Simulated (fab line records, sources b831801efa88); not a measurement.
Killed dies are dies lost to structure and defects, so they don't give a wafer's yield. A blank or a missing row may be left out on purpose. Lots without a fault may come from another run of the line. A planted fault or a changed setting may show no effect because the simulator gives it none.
Tool commonality check | flow gf180mcu | 12 lots, 36 wafers sampled

WHY IT WAS OPENED
At GF_V5_THK_MEAS_03 the reading V5_CVD_02_THK is flagged on 2 of 12 lots. Wafers without a fault read 1453 nm, standard deviation 19.
Rule: a lot is flagged when every wafer of it that has a number lies more than 4 standard deviations from that mean, or none has a number. The other lots count as sound.

lot  | measured     | on            | V5_CVD_02_THK (nm), wafer by wafer | flag
L932 | day 26 11:15 | film_metro-01 | 1437 1462 1478                     |
L933 | day 26 13:53 | film_metro-01 | 1440 1444 1434                     |
L936 | day 27 13:20 | film_metro-01 | 1449 1428 1460                     |
L937 | day 27 19:30 | film_metro-01 | 1403 1430 1442                     |
L938 | day 28 13:14 | film_metro-02 | 1453 1446 1431                     |
L940 | day 28 14:52 | film_metro-03 | 1454 1420 1448                     |
L942 | day 29 10:29 | film_metro-02 | 1446 1437 1443                     |
L943 | day 29 19:14 | film_metro-02 | 1474 1483 1487                     |
L947 | day 30 19:18 | film_metro-03 | 1442 1454 1477                     |
L951 | day 31 22:23 | film_metro-01 | 1449 1472 1459                     |
L954 | day 32 12:43 | film_metro-03 | 1353 1368 1368                     | FLAGGED
L955 | day 33 02:05 | film_metro-02 | 1362 1350 1372                     | FLAGGED
The numbers of the flagged lots are 1362 nm on average: -91 nm against the usual, or -5 standard deviations.

WHICH TOOL RAN EACH LOT
The record holds 3 process steps before the reading, out of a route of 602 steps. In each cell: the tool, then ch and the chambers that the sampled wafers went through, then the start.
lot  | flag    | GF_MIM_SPUTTER_01            | GF_MIM_SPUTTER_03            | GF_V5_CVD_02
L932 |         | pvd_sputter-04, day 24 15:15 | pvd_sputter-04, day 24 15:19 | pecvd-01 ch 0,2, day 26 11:08
L933 |         | pvd_sputter-04, day 24 17:59 | pvd_sputter-04, day 24 18:03 | pecvd-01 ch 0,1,2, day 26 13:45
L936 |         | pvd_sputter-04, day 25 19:27 | pvd_sputter-04, day 25 19:31 | pecvd-03 ch 0,2, day 27 13:13
L937 |         | pvd_sputter-04, day 26 00:51 | pvd_sputter-04, day 26 00:55 | pecvd-01 ch 1,2, day 27 19:23
L938 |         | pvd_sputter-01, day 26 19:46 | pvd_sputter-01, day 26 19:49 | pecvd-02 ch 0,1,2, day 28 13:08
L940 |         | pvd_sputter-02, day 26 21:40 | pvd_sputter-02, day 26 21:43 | pecvd-03 ch 0,2, day 28 14:45
L942 |         | pvd_sputter-04, day 27 17:41 | pvd_sputter-04, day 27 17:45 | pecvd-02 ch 0,1,2, day 29 10:23
L943 |         | pvd_sputter-01, day 28 02:59 | pvd_sputter-01, day 28 03:03 | pecvd-02 ch 0,1,2, day 29 19:07
L947 |         | pvd_sputter-02, day 29 05:17 | pvd_sputter-02, day 29 05:21 | pecvd-02 ch 0,1, day 30 19:08
L951 |         | pvd_sputter-02, day 30 09:11 | pvd_sputter-02, day 30 09:15 | pecvd-01 ch 0,1,2, day 31 22:17
L954 | FLAGGED | pvd_sputter-02, day 31 01:14 | pvd_sputter-02, day 31 01:18 | pecvd-01 ch 0,1,2, day 32 12:37
L955 | FLAGGED | pvd_sputter-04, day 31 15:59 | pvd_sputter-04, day 31 16:02 | pecvd-01 ch 0,1,2, day 33 01:59
What these steps do:
- GF_MIM_SPUTTER_01: material TiN, target thk 30 nm, time 25 s.
- GF_MIM_SPUTTER_03: material Ti, target thk 10 nm, time 6.7 s.
- GF_V5_CVD_02: deposits SiO2 from TEOS, target thk 1450 nm, time 163.28 s.
- GF_V5_THK_MEAS_03

FLAGGED OVER TOTAL, TOOL BY TOOL (the gauges that took the reading come last)
step              | tool           | lots run | flagged | share of the flagged lots | sound lots run after its first flagged lot
GF_MIM_SPUTTER_01 | pvd_sputter-01 | 2        | 0       | none                      | -
GF_MIM_SPUTTER_01 | pvd_sputter-02 | 4        | 1       | some                      | 0
GF_MIM_SPUTTER_01 | pvd_sputter-04 | 6        | 1       | some                      | 0
GF_MIM_SPUTTER_03 | pvd_sputter-01 | 2        | 0       | none                      | -
GF_MIM_SPUTTER_03 | pvd_sputter-02 | 4        | 1       | some                      | 0
GF_MIM_SPUTTER_03 | pvd_sputter-04 | 6        | 1       | some                      | 0
GF_V5_CVD_02      | pecvd-01       | 6        | 2       | all                       | 0
GF_V5_CVD_02      | pecvd-02       | 4        | 0       | none                      | -
GF_V5_CVD_02      | pecvd-03       | 2        | 0       | none                      | -
GF_V5_THK_MEAS_03 | film_metro-01  | 5        | 0       | none                      | -
GF_V5_THK_MEAS_03 | film_metro-02  | 4        | 1       | some                      | 0
GF_V5_THK_MEAS_03 | film_metro-03  | 3        | 1       | some                      | 0

WHAT THE TABLE ALLOWS
1 row of the table ran every flagged lot: pecvd-01 at GF_V5_CVD_02.
- pecvd-01 at GF_V5_CVD_02: 2 of its 6 lots flagged. Its last sound lot is L951 (day 31 22:17), its first flagged lot L954 (day 32 12:37): a fault that began between those two fits. Its own readings lie more than 4 standard deviations out on every wafer of the flagged lots: rf_fwd_power_W.
One tool is left: pecvd-01 at GF_V5_CVD_02.

WHAT THE SIMULATOR HAD PUT IN
Process parameter drift: pecvd-01, from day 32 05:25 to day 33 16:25, at GF_V5_CVD_02. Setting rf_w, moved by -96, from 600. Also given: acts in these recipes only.
Lots struck among those shown: L954, L955. The rule above found the same.
